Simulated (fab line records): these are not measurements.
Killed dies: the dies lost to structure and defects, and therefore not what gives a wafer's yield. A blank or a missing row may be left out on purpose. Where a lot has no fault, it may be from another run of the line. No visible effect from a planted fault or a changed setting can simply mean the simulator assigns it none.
fab line records | flow sky130
[record] lots = 5 | wafers = 15 | last-day = 49
route steps=708 shown SD_N@352 SALICIDE@361 LI_CONTACT@362 PAD_OPEN@708
lots untouched by any fault: they come from a run of this same line in which no faults occurred
start-h: hours from the record's first day to the start of the lot's first wafer shown | wait-h: time in hours since the lot's previous step | " identical to the entry in the row above | L1.1+2: a single row standing in for several wafers | - no value present, or no start provided | * or withheld: withheld | < > ~ a bound
route shown NAME@n: names a module that has steps shown in the file, with the first one's number in the route | usual: mean/standard deviation of fault-free wafers | same: alike in all rows | chamber/n: place in a boat | sites: per-site readings | _std_site: how widely they spread, as a standard deviation | _edge_site: outer sites' mean less inner sites' | radius-mm: for every site, how far away it sits from the centre of the wafer | mask NAME#n: copy n | behind: tool/chamber where the wafer was last shaped | hold: reason for holding the lot/hours on hold/outcome of the hold | device: which transistor (n, p or np) failed to switch | end of line: at the end of the route, the tests of the same wafers | for a step that has no rows: nothing shown but its recipe | killed: dies lost to structure and defects at the first sort, not the wafer's yield | map: per-die view of a wafer (x killed, . not killed, _ where there is no die)
set.NAME: setting as actually run; set.NAME@STEP: the setting as run at that earlier step | model.NAME: the simulator's own value behind a step, which no gauge read
certain route steps with their lots: each step a table, each wafer a row
services: a tool's chamber out of use, with start hour (start-h, from the record's first day; less than 0 if before it), hours out, and reason
[[steps]]
[step SKY_SD_N_IMPLANT_10]
[recipe] species = P | energy-kev = 20 | dose-cm2 = 1e+14 | tilt-deg = 0
[step SKY_SD_N_STRIP_11]
[recipe] chemistry = O2/N2 | power-w = 1400 | pressure-mtorr = 1500 | platen-temp-c = withheld | o2-flow-sccm = 3000 | n2-flow-sccm = 300 | overash-fraction = 0.5
[step SKY_SD_N_CLEAN_13]
[recipe] chemistry = SC1/SC2 | mix = 1:4:20 | temp-c = 70 | time-s = 150 | dry = n2-spin
[step SKY_SD_N_RTA_14]
[recipe] temp-c = 1075 | time-s = 2 | idle-temp-c = 650 | ramp-up-c-per-s = 150 | ramp-down-c-per-s = 90 | ambient = N2
[step SKY_SALICIDE_CLEAN_00]
[recipe] chemistry = HF-last | time-s = 30 | dilution = 100:1 | dry = ipa-marangoni
[step SKY_LI_CONTACT_HDPCVD_00]
[recipe] material = PSG | target-thk-nm = 930 | sigma-open-frac = 0.3 | time-s = 155 | temp-c = 600 | sih4-flow-sccm = 60 | pressure-mtorr = 6
[step SKY_LI_CONTACT_CMP_02]
[recipe] material = PSG | down-force-psi = 4 | platen-rpm = 60 | pad-velocity-m-s = 0.94248
[usual] edge-zone-pressure-frac = 0.999/0.0048 | head-pressure-psi = 4.000/0.0075 | motor-current-A = 12.6/1.2 | time-to-endpoint-s = 32.5/2.4
lot.wafer | tool   | chamber | start-h | wait-h | edge-zone-pressure-frac | head-pressure-psi | motor-current-A | time-to-endpoint-s | model.PSG_of_LI_CONTACT_HDPCVD_00.thk-nm
L832.3    | cmp-02 | 3       | 668.92  | 0.1    | 0.998                   | 3.995             | 12.2            | 28.6               | 597.6
L832.4    | "      | 0       | "       | "      | 0.995                   | 3.997             | 11.2            | 29.8               | 597.3
L832.6    | "      | 3       | "       | "      | 1.002                   | 4.012             | 12.6            | 31.3               | 597.2
L841.4    | cmp-02 | 0       | 753.23  | 0.2    | -                       | -                 | -               | -                  | 943.3
L841.6    | "      | 1       | "       | "      | -                       | -                 | -               | -                  | 937.6
L841.5    | "      | 2       | "       | "      | -                       | -                 | -               | -                  | 935.8
L842.2    | cmp-02 | 2       | 757.67  | 0.2    | -                       | -                 | -               | -                  | 927.3
L842.5    | "      | 3       | "       | "      | -                       | -                 | -               | -                  | 941.7
L842.6    | "      | 0       | "       | "      | -                       | -                 | -               | -                  | 936.7
L843.3    | cmp-02 | 2       | 759.96  | 0.1    | -                       | -                 | -               | -                  | 920.1
L843.1    | "      | 3       | "       | "      | -                       | -                 | -               | -                  | 928.7
L843.6    | "      | 2       | "       | "      | -                       | -                 | -               | -                  | 931.2
L849.2    | cmp-02 | 0       | 803.22  | 0.0    | 0.989                   | 4.004             | 10.8            | 29.0               | 597.7
L849.1    | "      | 2       | "       | "      | 0.994                   | 3.992             | 12.9            | 34.0               | 598.3
L849.5    | "      | 1       | "       | "      | 0.999                   | 4.001             | 12.9            | 32.6               | 597.6
[step SKY_LI_CONTACT_BOW_MEAS_03]
[recipe] mode = bow
[usual] LI_CONTACT_BOW = 54/6.1
lot.wafer | tool          | chamber | start-h | wait-h | LI_CONTACT_BOW[um]
L832.3    | film-metro-03 | -       | 669.21  | 0.2    | 51
L832.4    | "             | -       | "       | "      | 47
L832.6    | "             | -       | "       | "      | 51
L841.4    | film-metro-02 | -       | 753.44  | 0.2    | 78
L841.5    | "             | -       | "       | "      | 64
L841.6    | "             | -       | "       | "      | 76
L842.2    | film-metro-01 | -       | 757.84  | 0.1    | 72
L842.5    | "             | -       | "       | "      | 70
L842.6    | "             | -       | "       | "      | 81
L843.1    | film-metro-01 | -       | 760.21  | 0.1    | 72
L843.3    | "             | -       | "       | "      | 71
L843.6    | "             | -       | "       | "      | 71
L849.1    | film-metro-02 | -       | 803.52  | 0.1    | 49
L849.2    | "             | -       | "       | "      | 63
L849.5    | "             | -       | "       | "      | 55
[step SKY_LI_CONTACT_DEHYDRATE_04]
[recipe] temp-c = 200 | time-s = 60
[step SKY_LI_CONTACT_HMDS_05]
[recipe] prime-time-s = 60 | prime-temp-c = 120
[step SKY_LI_CONTACT_COAT_06]
[recipe] resist = BARC | temp-c = withheld | time-s = withheld | spin-rpm = 3000 | resist-thk-nm = 60
[step SKY_LI_CONTACT_COAT_07]
[recipe] resist = KrF-thick | spin-rpm = 3000 | resist-thk-nm = 450
[step SKY_LI_CONTACT_SOFTBAKE_08]
[recipe] temp-c = 100 | time-s = 90 | resist = KrF-thick
[step SKY_LI_CONTACT_EXPOSE_09]
[recipe] mask-id = LICM1 | na = 0.8 | source-shape = annular | sigma-inner = 0.55 | sigma-outer = 0.85 | target-cd-nm = 170 | dose-mj = 38
[step SKY_LI_CONTACT_PEB_10]
[recipe] peb-temp-c = withheld | peb-time-s = withheld | resist = KrF-thick
[step SKY_LI_CONTACT_DEVELOP_11]
[recipe] develop-time-s = 60 | resist = KrF-thick | dev-temp-c = 21
[step SKY_LI_CONTACT_ETCH_14]
[recipe] chemistry = N2/H2 | target = BARC | ion-energy-ev = 200 | source-w = 500 | bias-w = 100 | pressure-mtorr = 30 | n2-flow-sccm = 100 | h2-flow-sccm = 200 | stop-on = SiO2 | time-s = 45.9 | target-depth-a = 600
[step SKY_LI_CONTACT_ETCH_15]
[recipe] target = PSG | chemistry = C4F8/O2/Ar | stop-on = Si | taper-deg = 4.15 | mask-material = KrF-thick | source-w = 1500 | bias-w = 1200 | pressure-mtorr = 40 | c4f8-flow-sccm = withheld | O2_flow_sccm = 6 | Ar_flow_sccm = 300 | time-s = withheld | target-depth-a = 6000
[usual] oes-product-au = 0.837/0.0042
lot.wafer | tool        | chamber | start-h | wait-h | oes-product-au | model.LI_CONTACT.feature-depth-nm | model.etch.depth-nm
L832.3    | rie-diel-03 | 1       | 697.04  | 0.0    | 0.832          | 597.6                             | 597.6
L832.4    | "           | 3       | "       | "      | 0.834          | 597.3                             | 597.3
L832.6    | "           | 1       | "       | "      | 0.833          | 597.2                             | 597.2
L841.4    | rie-diel-01 | 0       | 780.54  | 0.0    | 1.619          | 802.4                             | 802.4
L841.5    | "           | 3       | "       | "      | 1.648          | 821.8                             | 821.8
L841.6    | "           | 2       | "       | "      | 1.631          | 806.3                             | 806.3
L842.2    | rie-diel-04 | 2       | 784.29  | 0.0    | 1.666          | 827.7                             | 827.7
L842.5    | "           | 3       | "       | "      | 1.625          | 799.9                             | 799.9
L842.6    | "           | 2       | "       | "      | 1.648          | 821.6                             | 821.6
L843.1    | rie-diel-04 | 2       | 787.18  | 0.0    | 1.650          | 826.1                             | 826.1
L843.3    | "           | 0       | "       | "      | 1.630          | 812.1                             | 812.1
L843.6    | "           | 3       | "       | "      | 1.621          | 801.1                             | 801.1
L849.1    | rie-diel-01 | 0       | 829.43  | 0.0    | 0.841          | 598.3                             | 598.3
L849.2    | "           | 2       | "       | "      | 0.835          | 597.7                             | 597.7
L849.5    | "           | 1       | "       | "      | 0.834          | 597.6                             | 597.6
[step SKY_LI_CONTACT_STRIP_16]
[recipe] chemistry = O2/N2 | power-w = 1400 | pressure-mtorr = 1500 | platen-temp-c = withheld | o2-flow-sccm = 3000 | n2-flow-sccm = 300 | overash-fraction = 0.5
[step SKY_LI_CONTACT_CLEAN_17]
[recipe] chemistry = NMP | time-s = 600 | temp-c = 60 | dry = n2-spin
[step SKY_LI_CONTACT_PRE_CLEAN_18]
[recipe] gas = Ar | time-s = 5.6 | bias-v = 358
[step SKY_LI_CONTACT_SPUTTER_19]
[recipe] material = Ti | target-thk-nm = 20 | chamber-pressure-pa = 5 | power-w = 2500 | substrate-temp-c = 200 | time-s = 106.37
[step SKY_LI_CONTACT_SPUTTER_20]
[recipe] material = TiN | target-thk-nm = 20 | chamber-pressure-pa = 5 | power-w = 4000 | time-s = 80
[step SKY_LI_CONTACT_CVD_21]
[recipe] material = W | target-thk-nm = 400 | time-s = 120.56 | temp-c = 400 | pressure-torr = 40
[step SKY_LI_CONTACT_CMP_24]
[recipe] stop-on = PSG | t-overpolish-s = 20 | down-force-psi = 3.5 | platen-rpm = 60 | target-thk-nm = 0 | pad-velocity-m-s = 0.94248
[usual] edge-zone-pressure-frac = 1.000/0.0048 | head-pressure-psi = 3.499/0.0076 | motor-current-A = 11.5/1.1
lot.wafer | tool   | chamber | start-h | wait-h | edge-zone-pressure-frac | head-pressure-psi | motor-current-A | model.PSG_of_LI_CONTACT_HDPCVD_00.thk-nm
L832.3    | cmp-02 | 2       | 697.88  | 0.0    | 1.005                   | 3.488             | 11.8            | 588.2
L832.4    | "      | 0       | "       | "      | 0.992                   | 3.500             | 10.1            | 587.8
L832.6    | "      | 3       | "       | "      | 1.000                   | 3.487             | 11.6            | 587.8
L841.4    | cmp-02 | 2       | 781.48  | 0.1    | 1.004                   | 3.494             | 11.7            | 933.8
L841.6    | "      | 0       | "       | "      | 1.000                   | 3.499             | 10.0            | 928.1
L841.5    | "      | 1       | "       | "      | 0.996                   | 3.506             | 12.3            | 926.4
L842.2    | cmp-02 | 3       | 785.25  | 0.1    | 1.004                   | 3.498             | 11.9            | 917.9
L842.6    | "      | 1       | "       | "      | 1.011                   | 3.507             | 12.6            | 927.2
L842.5    | "      | 2       | "       | "      | 1.013                   | 3.497             | 11.7            | 932.2
L843.3    | cmp-01 | 0       | 788.02  | 0.0    | 1.004                   | 3.506             | 10.5            | 910.6
L843.1    | "      | 2       | "       | "      | 1.004                   | 3.484             | 13.5            | 919.3
L843.6    | "      | 0       | "       | "      | 1.008                   | 3.503             | 10.5            | 921.8
L849.2    | cmp-01 | 0       | 830.27  | 0.0    | 1.005                   | 3.500             | 10.6            | 588.2
L849.1    | "      | 2       | "       | "      | 0.996                   | 3.492             | 13.6            | 588.9
L849.5    | "      | 1       | "       | "      | 1.004                   | 3.496             | 10.8            | 588.2
[step SKY_PAD_OPEN_PROBE_99]
[usual] killed_at_M0_to_M3 = 42/7.6 | killed_at_M4_up = 2.9/1.7 | killed-at-contacts = 24/5.1 | killed-at-front-end = 15/4 | killed-at-other = 0.2/0.38 | killed-dies = 84/9.9 | killed-on-rim = 16/4 | killed-open = 46/7.2 | killed-short = 38/6.6
[same] gross-dies = 492 | killed-at-back-side = 0
lot.wafer | tool      | chamber | start-h | wait-h | killed_at_M0_to_M3 | killed_at_M4_up | killed-at-contacts | killed-at-front-end | killed-at-other | killed-dies | killed-on-rim | killed-open | killed-short
L832.3    | prober-02 | -       | 1091.76 | 0.2    | 39                 | 0               | 31                 | 16                  | 0               | 86          | 11            | 44          | 42
L832.4    | prober-02 | -       | 1091.81 | 0.2    | 42                 | 3               | 29                 | 18                  | 0               | 92          | 16            | 48          | 44
L832.6    | prober-02 | -       | 1091.91 | 0.2    | 45                 | 1               | 22                 | 15                  | 0               | 83          | 15            | 48          | 35
L841.4    | prober-01 | -       | 1153.41 | 0.2    | 52                 | 4               | 426                | 10                  | 0               | 492         | 96            | 44          | 49
L841.5    | prober-01 | -       | 1153.46 | 0.2    | 48                 | 2               | 429                | 13                  | 0               | 492         | 96            | 45          | 43
L841.6    | prober-01 | -       | 1153.51 | 0.2    | 43                 | 3               | 434                | 12                  | 0               | 492         | 96            | 45          | 32
L842.2    | prober-02 | -       | 1156.00 | 0.1    | 38                 | 4               | 438                | 11                  | 1               | 492         | 96            | 48          | 38
L842.5    | prober-02 | -       | 1156.15 | 0.2    | 45                 | 3               | 430                | 14                  | 0               | 492         | 96            | 55          | 31
L842.6    | prober-02 | -       | 1156.20 | 0.2    | 46                 | 2               | 432                | 12                  | 0               | 492         | 96            | 55          | 26
L843.1    | prober-01 | -       | 1156.70 | 0.1    | 39                 | 8               | 429                | 16                  | 0               | 492         | 96            | 56          | 31
L843.3    | prober-01 | -       | 1156.80 | 0.2    | 46                 | 8               | 430                | 8                   | 0               | 492         | 96            | 44          | 37
L843.6    | prober-01 | -       | 1156.95 | 0.2    | 52                 | 5               | 425                | 10                  | 0               | 492         | 96            | 45          | 41
// killed by level:class
L832.3 CONTACT:geometric-particle:open=10 LI_CONTACT:geometric-particle:open=8 FIELD_ISO:geometric-particle:short=7 CONTACT:geometric-particle:short=7 VIA1:geometric-particle:open=7 METAL2:geometric-particle:short=6 FIELD_ISO:geometric-particle:open=5 VIA2:geometric-particle:open=5
L832.4 LI_CONTACT:geometric-particle:open=9 VIA1:geometric-particle:short=8 CONTACT:geometric-particle:open=7 LOCAL_INTERCONNECT:geometric-particle:short=6 METAL1:geometric-particle:short=6 VIA2:geometric-particle:open=6 FIELD_ISO:geometric-particle:short=5 VIA1:geometric-particle:open=5
L832.6 CONTACT:geometric-particle:open=9 VIA1:geometric-particle:open=9 METAL2:geometric-particle:short=7 VIA3:geometric-particle:open=7 VIA2:geometric-particle:open=5 LI_CONTACT:geometric-particle:short=4 LI_CONTACT:geometric-particle:open=4 VIA2:geometric-particle:short=4
L841.4 LI_CONTACT:area-cmp=384 LI_CONTACT:area-etch=15 VIA1:geometric-particle:open=10 VIA2:geometric-particle:open=9 CONTACT:geometric-particle:short=7 METAL1:geometric-particle:short=7 METAL2:geometric-particle:short=7 CONTACT:geometric-particle:open=6
L841.5 LI_CONTACT:area-cmp=397 CONTACT:geometric-particle:open=9 VIA1:geometric-particle:open=9 METAL2:geometric-particle:short=8 LI_CONTACT:area-etch=7 METAL1:geometric-particle:short=6 VIA1:geometric-particle:short=6 LI_CONTACT:geometric-particle:open=5
L841.6 LI_CONTACT:area-cmp=278 LI_CONTACT:area-etch=137 VIA1:geometric-particle:open=10 CONTACT:geometric-particle:open=7 VIA2:geometric-particle:open=7 VIA3:geometric-particle:open=6 METAL2:geometric-particle:short=5 FIELD_ISO:geometric-particle:short=4
L842.2 LI_CONTACT:area-cmp=395 LI_CONTACT:area-etch=11 LI_CONTACT:geometric-particle:open=10 CONTACT:geometric-particle:open=10 CONTACT:geometric-particle:short=8 VIA1:geometric-particle:short=7 VIA1:geometric-particle:open=7 VIA3:geometric-particle:open=6
L842.5 LI_CONTACT:area-cmp=243 LI_CONTACT:area-etch=163 VIA1:geometric-particle:open=13 LI_CONTACT:geometric-particle:open=7 CONTACT:geometric-particle:open=7 VIA1:geometric-particle:short=7 VIA2:geometric-particle:open=7 VIA3:geometric-particle:open=5
L842.6 LI_CONTACT:area-cmp=398 LI_CONTACT:area-etch=13 VIA3:geometric-particle:open=12 VIA1:geometric-particle:open=12 CONTACT:geometric-particle:open=10 POLY_GATE:geometric-particle:open=7 METAL1:geometric-particle:short=5 METAL2:geometric-particle:short=4
L843.1 LI_CONTACT:area-cmp=403 CONTACT:geometric-particle:open=15 VIA1:geometric-particle:open=10 VIA3:geometric-particle:open=7 VIA2:geometric-particle:open=7 POLY_GATE:geometric-particle:short=5 METAL4:geometric-particle:short=5 METAL1:geometric-particle:short=4
L843.3 LI_CONTACT:area-cmp=280 LI_CONTACT:area-etch=131 VIA3:geometric-particle:open=11 VIA1:geometric-particle:open=8 METAL1:geometric-particle:short=7 METAL4:geometric-particle:short=7 LI_CONTACT:geometric-particle:open=6 VIA2:geometric-particle:open=5
L843.6 LI_CONTACT:area-cmp=392 LI_CONTACT:area-etch=14 VIA1:geometric-particle:open=10 VIA2:geometric-particle:open=9 METAL2:geometric-particle:short=7 VIA3:geometric-particle:open=7 LOCAL_INTERCONNECT:geometric-particle:short=6 METAL1:geometric-particle:short=5
// map L841.4 (x killed, . not)
__________xxxxxxxxxx_________
________xxxxxxxxxxxxxx_______
______xxxxxxxxxxxxxxxxxx_____
_____xxxxxxxxxxxxxxxxxxxx____
____xxxxxxxxxxxxxxxxxxxxxx___
___xxxxxxxxxxxxxxxxxxxxxxxx__
__xxxxxxxxxxxxxxxxxxxxxxxxxx_
_xxxxxxxxxxxxxxxxxxxxxxxxxxxx
_xxxxxxxxxxxxxxxxxxxxxxxxxxxx
_xxxxxxxxxxxxxxxxxxxxxxxxxxxx
_xxxxxxxxxxxxxxxxxxxxxxxxxxxx
_xxxxxxxxxxxxxxxxxxxxxxxxxxxx
_xxxxxxxxxxxxxxxxxxxxxxxxxxxx
_xxxxxxxxxxxxxxxxxxxxxxxxxxxx
_xxxxxxxxxxxxxxxxxxxxxxxxxxxx
__xxxxxxxxxxxxxxxxxxxxxxxxxx_
___xxxxxxxxxxxxxxxxxxxxxxxx__
____xxxxxxxxxxxxxxxxxxxxxx___
_____xxxxxxxxxxxxxxxxxxxx____
______xxxxxxxxxxxxxxxxxx_____
________xxxxxxxxxxxxxx_______
__________xxxxxxxxxx_________
// map L842.2 (x killed, . not)
__________xxxxxxxxxx_________
________xxxxxxxxxxxxxx_______
______xxxxxxxxxxxxxxxxxx_____
_____xxxxxxxxxxxxxxxxxxxx____
____xxxxxxxxxxxxxxxxxxxxxx___
___xxxxxxxxxxxxxxxxxxxxxxxx__
__xxxxxxxxxxxxxxxxxxxxxxxxxx_
_xxxxxxxxxxxxxxxxxxxxxxxxxxxx
_xxxxxxxxxxxxxxxxxxxxxxxxxxxx
_xxxxxxxxxxxxxxxxxxxxxxxxxxxx
_xxxxxxxxxxxxxxxxxxxxxxxxxxxx
_xxxxxxxxxxxxxxxxxxxxxxxxxxxx
_xxxxxxxxxxxxxxxxxxxxxxxxxxxx
_xxxxxxxxxxxxxxxxxxxxxxxxxxxx
_xxxxxxxxxxxxxxxxxxxxxxxxxxxx
__xxxxxxxxxxxxxxxxxxxxxxxxxx_
___xxxxxxxxxxxxxxxxxxxxxxxx__
____xxxxxxxxxxxxxxxxxxxxxx___
_____xxxxxxxxxxxxxxxxxxxx____
______xxxxxxxxxxxxxxxxxx_____
________xxxxxxxxxxxxxx_______
__________xxxxxxxxxx_________
[[services]]
tool        | chamber | start-h | hours | kind
cmp-02      | -       | 646.84  | 9.8   | repair
cmp-02      | -       | 651.36  | 0.5   | repair
rie-diel-03 | 2       | 683.25  | 3.7   | repair
rie-diel-04 | 0       | 694.12  | 15.8  | repair
cmp-01      | -       | 694.52  | 0.4   | repair
rie-diel-03 | -       | 703.94  | 0.5   | repair
rie-diel-03 | -       | 704.36  | 0.2   | repair
rie-diel-03 | 0       | 708.00  | 8.7   | repair
rie-diel-04 | 1       | 712.95  | 76.1  | repair
rie-diel-03 | 3       | 716.93  | 8.7   | repair
rie-diel-01 | 2       | 732.26  | 10.7  | repair
cmp-01      | -       | 733.63  | 9.0   | pm
cmp-01      | -       | 744.00  | 4.0   | pm
rie-diel-01 | 3       | 749.35  | 9.6   | repair
cmp-01      | -       | 750.34  | 0.9   | repair
cmp-01      | -       | 751.35  | 20.8  | repair
rie-diel-01 | -       | 753.62  | 2.8   | pm
cmp-01      | -       | 782.50  | 1.8   | repair
cmp-02      | -       | 796.42  | 4.6   | repair
rie-diel-04 | 0       | 813.87  | 4.2   | repair
rie-diel-04 | 1       | 814.40  | 4.0   | repair
rie-diel-01 | 3       | 818.35  | 7.0   | repair
cmp-02      | -       | 824.73  | 0.3   | repair
cmp-02      | -       | 828.86  | 4.7   | pm
[[key]]
[first-sign] step = SKY_LI_CONTACT_CMP_02 | reading = tool-record | direction = missing
[effect] step = SKY_LI_CONTACT_BOW_MEAS_03 | reading = LI_CONTACT_BOW | direction = up | sigmas = 3.1 | usual = 54 | struck = 73
[effect] step = SKY_LI_CONTACT_ETCH_15 | reading = oes-product-au | direction = up | sigmas = 99+ | usual = 0.837 | struck = 1.638
[effect] step = SKY_PAD_OPEN_PROBE_99 | reading = killed-at-contacts | direction = up | sigmas = 80 | usual = 24 | struck = 430
[model-effect] step = SKY_LI_CONTACT_CMP_02 | value = PSG_of_LI_CONTACT_HDPCVD_00.thk-nm | without = 598 | struck = 933.6
[model-effect] step = SKY_LI_CONTACT_ETCH_15 | value = LI_CONTACT.feature-depth-nm | without = 598 | struck = 813.2
[model-effect] step = SKY_LI_CONTACT_CMP_24 | value = PSG_of_LI_CONTACT_HDPCVD_00.thk-nm | without = 588.6 | struck = 924.1
[more-kills-born-at] SKY_LI_CONTACT_CMP_02@cmp-02 = 3156
met-at SKY_LI_CONTACT_CMP_02
struck-wafers L841.4,L841.5,L841.6,L842.2,L842.5,L842.6,L843.1,L843.3,L843.6
later-rows-left-out L841.4,L841.5,L841.6,L842.2,L842.5,L842.6,L843.1,L843.3,L843.6
tester-left-out L841,L842,L843
onset-between 668.92 753.23
[fault] kind = skipped-step-whole | tool = cmp-02 | chamber = - | onset-h = 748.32 | steps = SKY_LI_CONTACT_CMP_02 | scope = struck-lots-only
// tester-left-out: of these lots the tester's yield and bins aren't shown, on N5 and GAA mostly nor the transistor test; their killed dies are dies lost to structure and defects alone, not to doping, threshold or leakage, so they don't give the yield
// later-rows-left-out: the simulator's readings of these wafers behind a module that went badly wrong aren't trusted and aren't shown, but for the sort
